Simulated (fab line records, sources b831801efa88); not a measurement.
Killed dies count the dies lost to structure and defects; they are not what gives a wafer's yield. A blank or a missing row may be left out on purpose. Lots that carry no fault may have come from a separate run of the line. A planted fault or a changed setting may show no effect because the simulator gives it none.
What tool caused it? ; flow sky130 ; 11 lots, 32 wafers sampled, at 4 steps of a route of 708

== WHAT THE GAUGES READ, wafer by wafer ==
SKY_VIA2_THK_MEAS_01.
lot;measured;on;VIA2_HDPCVD_THK (nm)
L784;day 35 21:49;film_metro-04;1181 1189 1176
L785;day 36 01:38;film_metro-02;1185 1146 1202
L791;day 37 20:06;film_metro-04;1181 1683 1180 1181 1682 1178
L793;day 38 20:20;film_metro-02;1170 1686 1188 1170 1686 1187
L794;day 38 21:49;film_metro-01;1682 1177 1192 1684 1177 1191
L795;day 39 03:50;film_metro-01;1158 1190
L799;day 40 02:50;film_metro-01;1171 1174 1177
L800;day 40 09:25;film_metro-01;1180 1179 1172
L804;day 41 10:07;film_metro-02;1155 1177 1170
L807;day 42 12:22;film_metro-01;1179 1194 1186
L806;day 42 16:38;film_metro-01;1182 1196 1185

== WHAT TOOL EACH LOT RAN ON (gives the tool, then ch and the chambers of the sampled wafers, and finally the start) ==
lot;SKY_VIA1_CMP_24;SKY_METAL2_METAL_ETCH_19;SKY_VIA2_HDPCVD_00
L784;cmp-01 ch 1,2,3, day 34 17:38;rie_metal-03 ch 0,1, day 35 21:00;hdpcvd-02 ch 0,1,2, day 35 21:41
L785;cmp-01 ch 1,2, day 34 21:20;rie_metal-02 ch 0,1, day 36 00:49;hdpcvd-02 ch 0,1,2, day 36 01:31
L791;cmp-02 ch 0,2, day 36 16:39;rie_metal-03 ch 0,1, day 37 19:18;hdpcvd-02 ch 0,1,2, day 37 19:58
L793;cmp-02 ch 0,1,3, day 37 17:26;rie_metal-04 ch 0,1, day 38 19:31;hdpcvd-02 ch 0,1,2, day 38 20:13
L794;cmp-02 ch 0,1,2, day 37 18:36;rie_metal-02 ch 0,1, day 38 21:00;hdpcvd-02 ch 0,1,2, day 38 21:41
L795;cmp-01 ch 1, day 38 01:31;rie_metal-04 ch 0,1, day 39 02:58;hdpcvd-02 ch 1,2, day 39 03:41
L799;cmp-01 ch 1,3, day 39 00:43;rie_metal-03 ch 0,1, day 40 02:01;hdpcvd-01 ch 0,1, day 40 02:43
L800;cmp-02 ch 1,2, day 39 07:05;rie_metal-04 ch 0,1, day 40 08:36;hdpcvd-01 ch 1,2, day 40 09:17
L804;cmp-02 ch 1,2,3, day 40 08:41;rie_metal-02 ch 0,1, day 41 09:18;hdpcvd-02 ch 0,1,2, day 41 10:01
L807;cmp-02 ch 1,3, day 41 10:46;rie_metal-02 ch 0,1, day 42 11:29;hdpcvd-02 ch 0,1, day 42 12:14
L806;cmp-01 ch 1,2, day 41 14:29;rie_metal-04 ch 0,1, day 42 15:49;hdpcvd-02 ch 0,1,2, day 42 16:32
- SKY_VIA1_CMP_24: polishes, stops on SiO2, t overpolish 15 s, target thk 0 nm.
- SKY_METAL2_METAL_ETCH_19: etches the open film in Cl2/BCl3, stops on SiO2, target depth 360 nm, time 78 s.
- SKY_VIA2_HDPCVD_00: deposits SiO2, target thk 1180 nm, time 196.7 s.

== THE ANSWER, worked out from the rows above alone ==
Rule: usual is defined by the lots themselves. Put in order of their means at a reading, lots are off if they are a third of the lots or fewer, leave a main group of 4 or more, and stand apart from it by a gap of 3 or more times the standard deviation of the main group's means; of several such gaps the widest counts. Not used: any main group whose means are identical at the precision the tables above print for the reading. A lot without any number at a reading at which 4 lots or more have one is off too. All remaining lots with rows at the step are treated as sound.
Off: L791, L793, L794, seen at SKY_VIA2_THK_MEAS_01 (VIA2_HDPCVD_THK). The main group: mean 1178 nm, standard deviation 6.4.
A tool fits if, at a process step before that reading, it ran every lot that is off, and no sound lot after the first of them. The gauges at SKY_VIA2_THK_MEAS_01 are tried like those tools. None of those tried fits.

== WHAT HAD BEEN PUT IN BY THE SIMULATOR ==
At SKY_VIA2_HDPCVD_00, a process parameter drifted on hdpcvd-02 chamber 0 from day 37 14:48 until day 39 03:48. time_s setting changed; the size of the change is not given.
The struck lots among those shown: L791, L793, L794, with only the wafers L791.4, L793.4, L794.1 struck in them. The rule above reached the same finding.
